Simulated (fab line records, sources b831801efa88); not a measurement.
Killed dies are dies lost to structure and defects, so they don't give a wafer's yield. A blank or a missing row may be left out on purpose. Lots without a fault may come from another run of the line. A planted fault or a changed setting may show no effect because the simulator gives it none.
Tool commonality check | flow gf180mcu | 14 lots, 48 wafers sampled

WHY IT WAS OPENED
At GF_LVPWELL_TW_MEAS_11 the reading LVPWELL_TW is flagged on 2 of 14 lots. Wafers without a fault read 559, standard deviation 5.1.
Rule: a lot is flagged when every wafer of it that has a number lies more than 4 standard deviations from that mean, or none has a number. The other lots count as sound.

lot  | measured    | on            | LVPWELL_TW, wafer by wafer    | flag
L427 | day 4 01:32 | film_metro-03 | 554 554 554                   |
L428 | day 4 05:17 | film_metro-03 | 555 554 557                   |
L431 | day 4 18:47 | film_metro-03 | 552 555 556                   |
L432 | day 5 00:40 | film_metro-01 | 564 563 565                   |
L433 | day 5 06:02 | film_metro-02 | 554 557 557                   |
L435 | day 5 17:46 | film_metro-03 | 549 547 551                   |
L436 | day 6 00:55 | film_metro-01 | 567 562 565                   |
L437 | day 6 04:56 | film_metro-02 | 560 559 560                   |
L438 | day 6 10:29 | film_metro-02 | 559 557 558                   |
L439 | day 6 15:33 | film_metro-03 | 551 547 551                   |
L440 | day 6 18:24 | film_metro-01 | 566 567 565                   |
L445 | day 8 05:47 | film_metro-02 | 559 559 557                   |
L447 | day 8 20:28 | film_metro-02 | 1304 1300 1303 1302 1307 1297 | FLAGGED
L449 | day 9 00:49 | film_metro-02 | 1302 1305 1298 1309 1294 1302 | FLAGGED
The numbers of the flagged lots are 1302 on average: +743 against the usual, or +99 or more standard deviations.

WHICH TOOL RAN EACH LOT
The record holds 1 process step before the reading, out of a route of 602 steps. In each cell: the tool, then ch and the chambers that the sampled wafers went through, then the start.
lot  | flag    | GF_LVPWELL_IMPLANT_08
L427 |         | implanter-04 ch 0, day 4 01:09
L428 |         | implanter-01 ch 0, day 4 04:53
L431 |         | implanter-01 ch 0, day 4 18:23
L432 |         | implanter-01 ch 0, day 5 00:18
L433 |         | implanter-03 ch 0, day 5 05:39
L435 |         | implanter-04 ch 0, day 5 17:22
L436 |         | implanter-04 ch 0, day 6 00:31
L437 |         | implanter-04 ch 0, day 6 04:33
L438 |         | implanter-03 ch 0, day 6 10:05
L439 |         | implanter-01 ch 0, day 6 15:09
L440 |         | implanter-03 ch 0, day 6 18:00
L445 |         | implanter-01 ch 0, day 8 05:25
L447 | FLAGGED | implanter-03 ch 0, day 8 20:04
L449 | FLAGGED | implanter-03 ch 0, day 9 00:27
What these steps do:
- GF_LVPWELL_IMPLANT_08
- GF_LVPWELL_TW_MEAS_11

FLAGGED OVER TOTAL, TOOL BY TOOL (the gauges that took the reading come last)
step                  | tool          | lots run | flagged | share of the flagged lots | sound lots run after its first flagged lot
GF_LVPWELL_IMPLANT_08 | implanter-01  | 5        | 0       | none                      | -
GF_LVPWELL_IMPLANT_08 | implanter-03  | 5        | 2       | all                       | 0
GF_LVPWELL_IMPLANT_08 | implanter-04  | 4        | 0       | none                      | -
GF_LVPWELL_TW_MEAS_11 | film_metro-01 | 3        | 0       | none                      | -
GF_LVPWELL_TW_MEAS_11 | film_metro-02 | 6        | 2       | all                       | 0
GF_LVPWELL_TW_MEAS_11 | film_metro-03 | 5        | 0       | none                      | -

WHAT THE TABLE ALLOWS
2 rows of the table ran every flagged lot: implanter-03 at GF_LVPWELL_IMPLANT_08, film_metro-02 at GF_LVPWELL_TW_MEAS_11.
- implanter-03 at GF_LVPWELL_IMPLANT_08: 2 of its 5 lots flagged. Its last sound lot is L440 (day 6 18:00), its first flagged lot L447 (day 8 20:04): a fault that began between those two fits.
- film_metro-02 at GF_LVPWELL_TW_MEAS_11: 2 of its 6 lots flagged. Its last sound lot is L445 (day 8 05:47), its first flagged lot L447 (day 8 20:28): a fault that began between those two fits.
Counting lots can't tell these 2 tools apart, because each fits a fault that began at some hour. More lots, or a look at what each step does to the wafer, might.

WHAT THE SIMULATOR HAD PUT IN
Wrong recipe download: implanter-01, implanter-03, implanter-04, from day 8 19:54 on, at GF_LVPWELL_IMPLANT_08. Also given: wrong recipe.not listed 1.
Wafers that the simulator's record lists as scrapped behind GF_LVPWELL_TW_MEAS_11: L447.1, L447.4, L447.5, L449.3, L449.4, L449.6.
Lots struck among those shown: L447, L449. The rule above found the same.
